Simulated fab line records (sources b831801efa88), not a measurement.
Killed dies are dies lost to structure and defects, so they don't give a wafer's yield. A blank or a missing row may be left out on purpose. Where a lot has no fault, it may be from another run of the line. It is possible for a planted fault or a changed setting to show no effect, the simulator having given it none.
What tool caused it? ; flow sky130 ; Sampling: 11 lots, 33 wafers, 5 of 708 route steps

== WHAT THE GAUGES SHOWED, per wafer ==
SKY_METAL1_OVL_MEAS_16.
lot;measured;on;METAL1_OVL (nm)
L597;day 33 01:19;overlay-02;-3 -7 -3
L598;day 33 08:37;overlay-02;-4 3 -1
L599;day 33 18:43;overlay-02;9 7 8
L600;day 34 00:13;overlay-02;3 -2 -2
L602;day 35 18:46;overlay-02;0 0 -1
L604;day 35 20:04;overlay-02;-1 -1 0
L605;day 35 20:41;overlay-01;-13 -9 -12
L610;day 37 03:08;overlay-01;2 -6 -1
L614;day 38 07:43;overlay-02;-11 -8 -10
L615;day 38 11:13;overlay-01;2 1 2
L619;day 39 14:40;overlay-01;-9 -10 -7

SKY_VIA1_CD_MEAS_12: the cd target is 150 nm.
lot;measured;on;cdNm (nm)
L597;day 34 05:37;cdSem-02;148.9 148.3 148.3
L598;day 34 12:40;cdSem-01;153.8 153.3 153.5
L599;day 34 22:29;cdSem-01;152.8 152.6 152.9
L600;day 35 03:41;cdSem-01;150.6 149.2 148.9
L602;day 36 22:11;cdSem-02;150.3 148.6 149.4
L604;day 36 23:34;cdSem-02;151.5 151.9 152.6
L605;day 36 23:57;cdSem-01;147.9 145.4 145.6
L610;day 38 06:32;cdSem-01;148.8 149.5 149.6
L619;day 40 20:07;cdSem-01;146.7 148.7 149.2

== WHAT TOOL EACH LOT RAN ON (gives the tool, then ch and the chambers of the sampled wafers, and finally the start) ==
lot;SKY_METAL1_SPUTTER_00;SKY_METAL1_METAL_ETCH_19;SKY_METAL1_STRIP_20
L597;pvdSputter-04, day 31 21:38;rieMetal-01 ch 1, day 33 01:27;plasmaAsher-01 ch 0,1, day 33 01:32
L598;pvdSputter-02, day 32 05:29;rieMetal-04 ch 0,1, day 33 08:44;plasmaAsher-02 ch 0,1, day 33 08:50
L599;pvdSputter-01, day 32 15:41;rieMetal-02 ch 0,1, day 33 18:50;plasmaAsher-04 ch 0,1, day 33 18:56
L600;pvdSputter-02, day 32 21:17;rieMetal-04 ch 0,1, day 34 00:21;plasmaAsher-01 ch 0,1, day 34 00:26
L602;pvdSputter-02, day 34 16:00;rieMetal-01 ch 0,1, day 35 18:53;plasmaAsher-01 ch 0,1, day 35 18:59
L604;pvdSputter-04, day 34 17:23;rieMetal-04 ch 0,1, day 35 20:11;plasmaAsher-04 ch 0,1, day 35 20:17
L605;pvdSputter-01, day 34 17:42;rieMetal-02 ch 0,1, day 35 20:50;plasmaAsher-04 ch 0,1, day 35 20:55
L610;pvdSputter-04, day 36 00:41;rieMetal-04 ch 0,1, day 37 03:16;plasmaAsher-02 ch 0,1, day 37 03:22
L614;pvdSputter-02, day 37 06:19;rieMetal-04 ch 0,1, day 38 07:51;plasmaAsher-04 ch 0,1, day 38 07:56
L615;pvdSputter-04, day 37 09:45;rieMetal-01 ch 0,1, day 38 11:20;plasmaAsher-04 ch 0,1, day 38 11:26
L619;pvdSputter-01, day 38 15:05;rieMetal-01 ch 0,1, day 39 14:48;plasmaAsher-02 ch 0,1, day 39 14:53
- SKY_METAL1_SPUTTER_00: material Ti, target thk 15 nm, time 10 s.
- SKY_METAL1_METAL_ETCH_19: etches the open film in Cl2/BCl3, stops on SiO2, target depth 360 nm, time 78 s.
- SKY_METAL1_STRIP_20: strips in O2/N2.

== WHAT THE TOOLS THEMSELVES READ (means of the sampled wafers that have a number; where no wafer has one, the mark that the record gives instead) ==
SKY_METAL1_SPUTTER_00.
lot;tool;throttleValvePct (%)
L597;pvdSputter-04;29.5
L598;pvdSputter-02;29.4
L599;pvdSputter-01;31.0
L600;pvdSputter-02;29.8
L602;pvdSputter-02;29.5
L604;pvdSputter-04;30.3
L605;pvdSputter-01;30.0
L610;pvdSputter-04;30.2
L614;pvdSputter-02;29.2
L615;pvdSputter-04;29.4
L619;pvdSputter-01;30.5

SKY_METAL1_METAL_ETCH_19.
lot;tool;bcl3FlowSccm (sccm);biasW (W);drypumpMotorCurrentA (A);oesProductAu (a.u.);rfFwdPowerW (W);throttleValvePct (%)
L597;rieMetal-01;30.07;48.41;5.99;0.859;893;22.273
L598;rieMetal-04;30.13;48.37;5.83;0.846;892;22.260
L599;rieMetal-02;30.09;48.22;5.67;0.854;892;22.265
L600;rieMetal-04;29.92;48.41;5.82;0.849;892;22.259
L602;rieMetal-01;30.01;48.52;5.76;0.859;889;22.255
L604;rieMetal-04;29.98;48.51;5.88;0.857;897;22.261
L605;rieMetal-02;30.07;48.34;5.65;0.851;895;22.266
L610;rieMetal-04;30.02;48.42;5.90;0.858;895;22.258
L614;rieMetal-04;-;-;-;-;-;-
L615;rieMetal-01;-;-;-;-;-;-
L619;rieMetal-01;30.04;48.68;5.87;0.856;891;22.253

SKY_METAL1_STRIP_20.
lot;tool;drypumpMotorCurrentA (A);oesProductAu (a.u.);stripTimeToEndpointS (s)
L597;plasmaAsher-01;5.5;0.340;2.69
L598;plasmaAsher-02;5.1;0.338;2.66
L599;plasmaAsher-04;5.3;0.344;2.66
L600;plasmaAsher-01;5.5;0.341;2.69
L602;plasmaAsher-01;5.5;0.343;2.72
L604;plasmaAsher-04;5.3;0.336;2.63
L605;plasmaAsher-04;5.4;0.344;2.68
L610;plasmaAsher-02;5.1;0.343;2.67
L614;plasmaAsher-04;5.4;0.446;5.20
L615;plasmaAsher-04;5.2;0.445;5.21
L619;plasmaAsher-02;5.5;0.346;2.72

== THE ANSWER, worked out from the rows above alone ==
Rule: what is usual is taken from the lots themselves. The widest of any qualifying gaps counts: lots, ordered by their means at a reading, are off when they make up no more than a third of the lots, leave a main group of 4 or more, and stand apart from it by 3 or more times the standard deviation of that group's means. A main group is skipped when, at the precision printed for the reading in the tables above, its means are all equal. Also off: a lot with no number at a reading for which 4 or more lots have one. The other lots that the step has rows for count as sound. Order of review: gauges by route order, followed by the tools' own readings, for which a lot's mean as printed above is used. At the first step where some lot is off, the reading lying furthest off is the one used; lots without a number count as furthest.
Off: L614, L615 (SKY_METAL1_METAL_ETCH_19, bcl3FlowSccm). Without a number there: L614, L615. Main group: mean 30.04 sccm, sd 0.059.
If a tool, at that step or one of the process steps before it, ran each lot that is off and ran no sound lot following the first of them, it fits. Of those tried, none fits.

== WHAT THE SIMULATOR HAD INSERTED ==
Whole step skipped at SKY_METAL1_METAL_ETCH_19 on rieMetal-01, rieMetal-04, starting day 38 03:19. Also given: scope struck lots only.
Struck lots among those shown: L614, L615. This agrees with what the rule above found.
